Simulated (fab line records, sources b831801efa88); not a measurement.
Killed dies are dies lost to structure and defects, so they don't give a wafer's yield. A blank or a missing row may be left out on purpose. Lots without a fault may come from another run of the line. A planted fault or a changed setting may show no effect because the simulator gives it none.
fab line records | flow sky130
record lots=7 wafers=21 last_day=47
route steps=708 shown LI_CONTACT@384 LOCAL_INTERCONNECT@387
lots that met no fault: from a run of the same line without faults
start_h: hours from the record's first day to the start of the lot's first wafer shown | wait_h: hours since the lot's step before | " the same as in the row above | L1.1+2: a row that stands for several wafers | - no value, or no start given | * or withheld: withheld | < > ~ a bound
route shown NAME@n: a module of which the file shows steps, and the number in the route of the first | usual: mean/standard deviation of fault-free wafers | same: alike in all rows | chamber/n: place in a boat | sites: the reading at each site | _std_site: their standard deviation | _edge_site: outer sites' mean less inner sites' | radius_mm: how far each site lies from the wafer's centre | mask NAME#n: copy n | behind: the tool/chamber that last shaped the wafer | hold: why the lot was held/for how many hours/how that ended | device: the transistor (n, p or np) that didn't switch | end of line: the same wafers' tests at the end of the route | a step without rows: its recipe alone | killed: dies lost to structure and defects at the first sort, not the wafer's yield | map: a wafer's dies, x killed, . not, _ none there
set.NAME: the setting as run; set.NAME@STEP: as run at that earlier step | model.NAME: the simulator's own value behind a step, which no gauge read
lots at some steps of the route; a table a step, a row a wafer
services: from which hour (start_h, from the record's first day; less than 0 if before it) a tool's chamber was out of use, for how many hours, and why
## steps
# step SKY_LI_CONTACT_RS_MEAS_22
# recipe thk_meas_gauge=four-point-probe reads=W_of_LI_CONTACT_CVD_21+TiN_of_LI_CONTACT_SPUTTER_20+Ti_of_LI_CONTACT_SPUTTER_19
# usual LI_CONTACT_W_RS=0.286/0.0031
# columns lot.wafer tool chamber start_h wait_h LI_CONTACT_W_RS[ohm/sq]
L768.1 film_metro-01 - 665.83 0.1 0.288
L768.2 " - " " 0.286
L768.3 " - " " 0.286
L775.4 film_metro-04 - 738.03 0.1 0.292
L775.5 " - " " 0.289
L775.6 " - " " 0.288
L776.2 film_metro-04 - 741.00 0.1 0.288
L776.4 " - " " 0.293
L776.5 " - " " 0.287
L779.1 film_metro-04 - 763.84 0.1 0.288
L779.4 " - " " 0.288
L779.6 " - " " 0.286
L787.1 film_metro-02 - 865.14 0.2 0.283
L787.5 " - " " 0.287
L787.6 " - " " 0.284
L789.3 film_metro-01 - 866.73 0.1 0.283
L789.4 " - " " 0.288
L789.6 " - " " 0.283
L788.2 film_metro-04 - 869.52 0.1 0.288
L788.4 " - " " 0.283
L788.6 " - " " 0.288
# step SKY_LI_CONTACT_THK_MEAS_23
# recipe thk_meas_gauge=xrf reads=W_of_LI_CONTACT_CVD_21
# usual LI_CONTACT_W_THK=405/8.7
# columns lot.wafer tool chamber start_h wait_h LI_CONTACT_W_THK[nm]
L768.1 film_metro-01 - 665.95 0.1 405
L768.2 " - " " 409
L768.3 " - " " 411
L775.4 film_metro-04 - 738.12 0.1 392
L775.5 " - " " 392
L775.6 " - " " 396
L776.2 film_metro-04 - 741.11 0.1 397
L776.4 " - " " 390
L776.5 " - " " 395
L779.1 film_metro-04 - 763.96 0.1 395
L779.4 " - " " 398
L779.6 " - " " 395
L787.1 film_metro-02 - 865.26 0.1 403
L787.5 " - " " 398
L787.6 " - " " 403
L789.3 film_metro-01 - 866.83 0.1 414
L789.4 " - " " 407
L789.6 " - " " 415
L788.2 film_metro-04 - 869.63 0.1 396
L788.4 " - " " 403
L788.6 " - " " 391
# step SKY_LI_CONTACT_CMP_24
# recipe stop_on=PSG t_overpolish_s=20 down_force_psi=3.5 platen_rpm=60 target_thk_nm=0 pad_velocity_m_s=0.94248
# usual motor_current_A=11.3/1.2 overpolish_run_s=20.000/0.0092 time_to_endpoint_s=97/3.5
# columns lot.wafer tool chamber start_h wait_h motor_current_A overpolish_run_s time_to_endpoint_s
L768.1 cmp-02 0 666.01 0.1 11.0 19.989 92
L768.3 " 1 " " 9.9 19.995 96
L768.2 " 3 " " 11.4 20.007 94
L775.4 cmp-01 1 738.25 0.1 11.8 20.003 98
L775.6 " 3 " " 10.5 19.995 100
L775.5 " 0 " " 13.0 20.003 95
L776.4 cmp-02 3 741.21 0.1 11.4 19.991 95
L776.2 " 1 " " 9.9 19.992 100
L776.5 " 2 " " 13.5 20.010 92
L779.4 cmp-02 0 764.02 0.0 10.2 19.994 96
L779.1 " 1 " " 10.0 19.993 100
L779.6 " 1 " " 10.0 20.006 101
L787.1 cmp-02 2 865.43 0.2 13.5 20.003 90
L787.6 " 1 " " 10.4 19.996 99
L787.5 " 2 " " 12.7 20.018 90
L789.3 cmp-02 3 867.03 0.2 11.5 20.002 97
L789.4 " 0 " " 10.2 19.984 92
L789.6 " 3 " " 11.4 20.010 95
L788.2 cmp-02 1 869.91 0.3 9.9 19.995 98
L788.4 " 3 " " 11.1 20.003 101
L788.6 " 1 " " 10.2 20.014 99
# step SKY_LOCAL_INTERCONNECT_SPUTTER_00
# recipe material=TiN target_thk_nm=100 temp_c=300 power_w=6500 time_s=83.3 chamber_pressure_pa=0.4
# usual substrate_temp_c=300.01/0.19 throttle_valve_pct=30.3/0.94
# columns lot.wafer tool chamber start_h wait_h substrate_temp_c throttle_valve_pct
L768.1 pvd_sputter-01 - 666.31 0.2 299.90 30.9
L768.2 " - " " 299.61 31.2
L768.3 " - " " 299.90 30.9
L775.4 pvd_sputter-02 - 738.45 0.1 299.72 30.0
L775.5 " - " " 300.22 29.7
L775.6 " - " " 300.14 28.1
L776.2 pvd_sputter-01 - 741.46 0.1 300.28 30.9
L776.4 " - " " 299.90 31.1
L776.5 " - " " 300.21 30.0
L779.1 pvd_sputter-01 - 764.32 0.2 300.15 29.8
L779.4 " - " " 299.85 31.3
L779.6 " - " " 300.11 29.8
L787.1 pvd_sputter-02 - 865.68 0.2 299.91 29.7
L787.5 " - " " 299.85 30.2
L787.6 " - " " 300.38 31.1
L789.3 pvd_sputter-02 - 867.33 0.2 299.67 31.2
L789.4 " - " " 300.09 29.7
L789.6 " - " " 300.28 29.5
L788.2 pvd_sputter-01 - 870.16 0.2 300.10 30.0
L788.4 " - " " 299.99 30.9
L788.6 " - " " 300.03 30.0
# step SKY_LOCAL_INTERCONNECT_RS_MEAS_01
# recipe thk_meas_gauge=four-point-probe reads=TiN_of_LOCAL_INTERCONNECT_SPUTTER_00
# usual LOCAL_INTERCONNECT_TIN_RS=14.09/0.16
# columns lot.wafer tool chamber start_h wait_h LOCAL_INTERCONNECT_TIN_RS[ohm/sq]
L768.1 film_metro-03 - 666.37 0.0 14.00
L768.2 " - " " 14.12
L768.3 " - " " 14.05
L775.4 film_metro-01 - 738.57 0.1 13.99
L775.5 " - " " 13.99
L775.6 " - " " 14.28
L776.2 film_metro-01 - 741.54 0.1 14.25
L776.4 " - " " 14.21
L776.5 " - " " 13.99
L779.1 film_metro-03 - 764.39 0.0 14.02
L779.4 " - " " 14.21
L779.6 " - " " 13.96
L787.1 film_metro-02 - 865.75 0.0 14.02
L787.5 " - " " 14.01
L787.6 " - " " 14.08
L789.3 film_metro-01 - 867.43 0.1 14.17
L789.4 " - " " 14.06
L789.6 " - " " 13.93
L788.2 film_metro-01 - 870.24 0.1 13.87
L788.4 " - " " 14.00
L788.6 " - " " 13.89
# step SKY_LOCAL_INTERCONNECT_THK_MEAS_02
# recipe thk_meas_gauge=xrf reads=TiN_of_LOCAL_INTERCONNECT_SPUTTER_00
# usual LOCAL_INTERCONNECT_TIN_THK=100.1/1.1
# columns lot.wafer tool chamber start_h wait_h LOCAL_INTERCONNECT_TIN_THK[nm]
L768.1 film_metro-03 - 666.49 0.1 101.0
L768.2 " - " " 100.2
L768.3 " - " " 100.3
L775.4 film_metro-01 - 738.66 0.1 100.8
L775.5 " - " " 100.3
L775.6 " - " " 98.9
L776.2 film_metro-01 - 741.65 0.1 99.1
L776.4 " - " " 98.7
L776.5 " - " " 100.7
L779.1 film_metro-03 - 764.51 0.1 100.2
L779.4 " - " " 99.3
L779.6 " - " " 101.1
L787.1 film_metro-02 - 865.87 0.1 101.7
L787.5 " - " " 101.7
L787.6 " - " " 101.3
L789.3 film_metro-01 - 867.53 0.1 99.2
L789.4 " - " " 100.1
L789.6 " - " " 100.8
L788.2 film_metro-01 - 870.35 0.1 101.0
L788.4 " - " " 99.6
L788.6 " - " " 101.5
# step SKY_LOCAL_INTERCONNECT_DEHYDRATE_03
# recipe temp_c=200 time_s=60
# step SKY_LOCAL_INTERCONNECT_HMDS_04
# recipe prime_time_s=60 prime_temp_c=120
# step SKY_LOCAL_INTERCONNECT_COAT_05
# recipe resist=BARC temp_c=withheld time_s=withheld spin_rpm=3000 resist_thk_nm=60
# step SKY_LOCAL_INTERCONNECT_COAT_06
# recipe resist=KrF-thick spin_rpm=3000 resist_thk_nm=450
# step SKY_LOCAL_INTERCONNECT_SOFTBAKE_07
# recipe temp_c=100 time_s=90 resist=KrF-thick
# step SKY_LOCAL_INTERCONNECT_EXPOSE_08
# recipe mask_id=LI1M na=0.8 source_shape=annular sigma_inner=0.55 sigma_outer=0.85 target_cd_nm=170 dose_mj=28
# step SKY_LOCAL_INTERCONNECT_PEB_09
# recipe peb_temp_c=withheld peb_time_s=withheld resist=KrF-thick
# usual chill_plate_temp_C=* exhaust_pa=44.9/0.97
# columns lot.wafer tool chamber start_h wait_h chill_plate_temp_C exhaust_pa
L768.1 litho_track-04 0 695 - * 44.6
L768.2 " 0 " " * 45.2
L768.3 " 0 " " * 43.8
L775.4 litho_track-04 0 766 - * 45.7
L775.5 " 0 " " * 46.1
L775.6 " 0 " " * 45.1
L776.2 litho_track-03 0 768 - * 44.8
L776.4 " 0 " " * 45.6
L776.5 " 0 " " * 46.7
L779.1 litho_track-04 0 791 - * 45.1
L779.4 " 0 " " * 45.2
L779.6 " 0 " " * 44.9
L787.1 litho_track-04 - 891 - - -
L787.5 " - " " - -
L787.6 " - " " - -
L789.3 litho_track-04 - 892 - - -
L789.4 " - " " - -
L789.6 " - " " - -
L788.2 litho_track-01 - 894 - - -
L788.4 " - 895 - - -
L788.6 " - " " - -
# step SKY_LOCAL_INTERCONNECT_DEVELOP_10
# recipe develop_time_s=60 resist=KrF-thick dev_temp_c=21
## services
# columns tool chamber start_h hours kind
cmp-01 - 654.69 66.4 repair
cmp-02 - 721.33 15.0 pm
cmp-02 - 721.96 0.5 repair
cmp-01 - 743.66 0.6 repair
cmp-02 - 744.20 4.0 pm
cmp-02 - 748.20 - consumable_replace:conditioner
cmp-02 - 748.20 - consumable_replace:pad
cmp-02 - 780.30 1.2 repair
cmp-01 - 786.33 5.1 pm
cmp-01 - 795.24 0.8 repair
cmp-01 - 796.11 2.8 repair
cmp-02 - 800.65 1.4 repair
cmp-02 - 806.36 3.8 pm
pvd_sputter-02 - 807.03 6.9 repair
cmp-02 - 823.11 11.2 repair
cmp-01 - 834.58 0.5 repair
cmp-01 - 863.43 74.2 repair
cmp-02 - 883.65 3.6 repair
## key
first_sign step=SKY_LOCAL_INTERCONNECT_PEB_09 reading=tool_record direction=missing
effect none on later readings
met_at SKY_LOCAL_INTERCONNECT_PEB_09
struck_wafers L787.1,L787.5,L787.6,L788.2,L788.4,L788.6,L789.3,L789.4,L789.6
later_rows_left_out L787.1,L787.5,L787.6,L788.2,L788.4,L788.6,L789.3,L789.4,L789.6
sort_left_out L787.1,L787.5,L787.6,L788.2,L788.4,L788.6,L789.3,L789.4,L789.6
tester_left_out L787,L788,L789
onset_between 791 891
fault kind=skipped_step_whole tool=litho_track-01,litho_track-04 chamber=- onset_h=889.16 steps=SKY_LOCAL_INTERCONNECT_PEB_09 scope=struck_lots_only
# tester_left_out: of these lots the tester's yield and bins aren't shown, on N5 and GAA mostly nor the transistor test; their killed dies are dies lost to structure and defects alone, not to doping, threshold or leakage, so they don't give the yield
# sort_left_out: the simulated sort isn't trusted on such a fault, so these wafers' sort isn't shown, and their yield isn't known
# later_rows_left_out: the simulator's readings of these wafers behind a module that went badly wrong aren't trusted and aren't shown, but for the sort
